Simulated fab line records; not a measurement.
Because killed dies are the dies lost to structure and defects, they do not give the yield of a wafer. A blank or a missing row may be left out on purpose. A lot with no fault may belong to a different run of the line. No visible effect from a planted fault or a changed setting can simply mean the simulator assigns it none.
Which tool was responsible?	flow sky130	12 lots, 36 wafers sampled, at 4 steps of a route of 708

## WHAT THE GAUGES SHOWED, per wafer
SKY_VT_ADJUST_LVTN_OVL_MEAS_18. Usual: for VT_ADJUST_LVTN_01_OVL the level is -0.2 nm and the standard deviation is 1.3.
lot	measured	on	VT_ADJUST_LVTN_01_OVL (nm)	flag
L365	day 7 23:37	overlay-01	-0.4 -1.2 -2.2	
L367	day 8 15:04	overlay-02	-0.3 0.9 1.6	
L368	day 9 15:32	overlay-02	1.1 0.7 0.1	
L369	day 9 13:58	overlay-01	-1.0 0.6 0.0	
L371	day 9 16:11	overlay-02	0.6 0.5 -0.2	
L373	day 10 07:31	overlay-02	-0.9 -2.4 -1.4	
L376	day 11 06:00	overlay-02	-0.3 0.1 -0.7	
L377	day 11 14:36	overlay-01	2.9 1.0 3.1	
L379	day 12 02:53	overlay-02	0.0 -0.6 -2.5	
L380	day 12 06:54	overlay-01	-1.7 0.3 -1.0	
L384	day 13 08:11	overlay-01	-0.6 -0.4 0.8	
L387	day 14 09:10	overlay-02	-1.2 -0.3 -1.4	

SKY_VT_ADJUST_NCORE_CD_MEAS_07: target cd 380 nm. Usual: 379.8 nm for cd-nm, sd 2.6.
lot	measured	on	cd-nm (nm)	flag
L365	day 8 20:11	cd-sem-02	380.0 378.4 377.1	
L367	day 9 12:28	cd-sem-02	380.6 385.5 382.3	
L368	day 10 13:17	cd-sem-02	378.3 378.8 378.5	
L369	day 10 12:10	cd-sem-02	379.9 378.6 378.5	
L371	day 10 14:33	cd-sem-01	381.3 382.1 383.1	
L373	day 11 06:32	cd-sem-02	381.3 380.7 382.2	
L376	day 12 05:28	cd-sem-01	381.5 381.3 383.0	
L377	day 12 14:38	cd-sem-02	379.1 379.9 379.7	
L379	day 13 03:16	cd-sem-02	381.2 381.6 381.1	
L380	day 13 08:00	cd-sem-01	379.0 378.6 379.5	
L384	day 14 09:46	cd-sem-02	383.6 385.6 382.7	
L387	day 15 12:40	cd-sem-01	378.8 379.7 382.8	

## EACH LOT AND THE TOOL THAT RAN IT (in order: tool; ch and the chambers of the sampled wafers; start)
lot	SKY_FIELD_ISO_ETCH_17	SKY_NWELL_STRIP_25
L365	rie-si-02 ch 0,1,2, day 2 09:41	plasma-asher-03 ch 0,1, day 5 13:05
L367	rie-si-01 ch 2,3, day 3 01:08	plasma-asher-04 ch 0,1, day 6 02:59
L368	rie-si-02 ch 0,1, day 3 09:43	plasma-asher-03 ch 0,1, day 7 00:04
L369	rie-si-01 ch 1,2,3, day 3 10:04	plasma-asher-04 ch 0,1, day 6 23:25
L371	rie-si-01 ch 0,2, day 3 17:53	plasma-asher-03 ch 0,1, day 7 01:34
L373	rie-si-01 ch 1,2, day 4 04:50	plasma-asher-01 ch 0,1, day 7 16:06
L376	rie-si-02 ch 1,3, day 4 19:29	plasma-asher-03 ch 0,1, day 8 10:42
L377	rie-si-02 ch 2,3, day 5 03:07	plasma-asher-03 ch 0,1, day 8 18:32
L379	rie-si-02 ch 0,1,2, day 5 11:43	plasma-asher-04 ch 0,1, day 9 05:16
L380	rie-si-01 ch 0,2,3, day 5 16:37	plasma-asher-04 ch 0,1, day 9 10:07
L384	rie-si-01 ch 0,2,3, day 6 14:11	plasma-asher-03 ch 0,1, day 10 09:31
L387	rie-si-01 ch 0,1, day 7 06:01	plasma-asher-01 ch 0,1, day 11 06:04
- SKY_FIELD_ISO_ETCH_17: etches Si in HBr/Cl2/O2, target depth 342 nm, time 97.7 s.
- SKY_NWELL_STRIP_25: strips in O2/N2.

## WHAT THE TOOLS THEMSELVES READ (means of the sampled wafers that have a number; where no wafer has one, the mark that the record gives instead)
SKY_FIELD_ISO_ETCH_17. Usual: chamber-pressure-mTorr 15.001 mTorr, standard deviation 0.013; drypump-motor-current-A 5.64 A, standard deviation 0.28; mfc-cl2-sccm 40.01 sccm, standard deviation 0.12; oes-product-au 0.997 a.u., standard deviation 0.0079; run-length-s 125.9 s, standard deviation 0.44; throttle-valve-pct 25.659 %, standard deviation 0.0091.
lot	tool	chamber-pressure-mTorr (mTorr)	drypump-motor-current-A (A)	mfc-cl2-sccm (sccm)	oes-product-au (a.u.)	run-length-s (s)	throttle-valve-pct (%)	flag
L365	rie-si-02	14.998	5.73	39.90	1.003	125.6	25.655	
L367	rie-si-01	15.003	5.20	39.97	0.992	125.8	25.661	
L368	rie-si-02	14.991	5.72	39.93	1.005	125.8	25.651	
L369	rie-si-01	14.996	5.37	39.98	0.988	125.8	25.661	
L371	rie-si-01	15.005	5.43	40.00	0.990	125.6	25.662	
L373	rie-si-01	15.003	5.43	40.03	0.989	125.6	25.659	
L376	rie-si-02	14.999	5.64	40.11	0.996	126.4	25.652	
L377	rie-si-02	14.999	5.82	39.99	1.001	122.2	25.660	OFF
L379	rie-si-02	14.987	5.74	40.08	1.003	121.6	25.655	OFF
L380	rie-si-01	14.992	5.36	39.88	0.990	125.8	25.660	
L384	rie-si-01	14.997	5.37	40.00	0.994	125.8	25.671	
L387	rie-si-01	15.003	5.75	39.98	1.001	125.5	25.656	

SKY_NWELL_STRIP_25. Usual: chamber-pressure-mTorr 1499.9 mTorr, standard deviation 2.7; drypump-motor-current-A 5.6 A, standard deviation 0.58; n2-flow-sccm 299.9 sccm, standard deviation 0.82; oes-product-au 0.723 a.u., standard deviation 0.0043; strip-time-to-endpoint-s 36.88 s, standard deviation 0.086.
lot	tool	chamber-pressure-mTorr (mTorr)	drypump-motor-current-A (A)	n2-flow-sccm (sccm)	oes-product-au (a.u.)	strip-time-to-endpoint-s (s)	flag
L365	plasma-asher-03	1500.1	5.6	299.9	0.728	36.90	
L367	plasma-asher-04	1498.4	5.3	299.9	0.728	36.76	
L368	plasma-asher-03	1499.4	5.2	299.5	0.724	36.90	
L369	plasma-asher-04	1500.2	5.3	299.8	0.728	36.77	
L371	plasma-asher-03	1499.8	5.6	300.4	0.723	36.87	
L373	plasma-asher-01	1500.7	6.4	299.8	0.721	36.87	
L376	plasma-asher-03	1499.9	5.6	299.5	0.720	36.94	
L377	plasma-asher-03	1499.1	5.6	299.7	0.727	36.89	
L379	plasma-asher-04	1499.4	5.3	299.1	0.724	36.91	
L380	plasma-asher-04	1499.5	5.6	298.8	0.722	36.95	
L384	plasma-asher-03	1500.6	5.2	300.1	0.717	36.99	
L387	plasma-asher-01	1498.8	6.2	299.5	0.719	36.80	

## THE ANSWER, worked out from the rows above alone
Rule: a lot is off if the mean of its wafers that have a number lies more than 3 standard deviations from the usual mean. Also off: a lot with no number at a reading for which 4 or more lots have one. The other lots that the step has rows for count as sound. After the gauges, taken in route order, come the tools' own readings; for these a lot's mean is taken, as printed above. The first step at which some lot is off is used, and at that step the reading that is off furthest; a lot without a number counts as furthest.
Off at SKY_FIELD_ISO_ETCH_17 (run-length-s): L377, L379.
A tool fits if, at that step or a process step before it, it ran every lot that is off, and no sound lot after the first of them. One candidate fits, namely rie-si-02 at SKY_FIELD_ISO_ETCH_17. A fault onset in the window from L376 (day 4 19:29, its last sound lot) to L377 (day 5 03:07, its first lot off) fits.
The tool's own readings at SKY_FIELD_ISO_ETCH_17 bear it out: on the lots that are off they differ by more than 5 times the standard deviation of the sound lots' means. run-length-s reads 121.9 s there against 125.8 s on the sound lots.

## WHAT WAS PUT IN BY THE SIMULATOR
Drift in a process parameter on rie-si-02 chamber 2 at SKY_FIELD_ISO_ETCH_17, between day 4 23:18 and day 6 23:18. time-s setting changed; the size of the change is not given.
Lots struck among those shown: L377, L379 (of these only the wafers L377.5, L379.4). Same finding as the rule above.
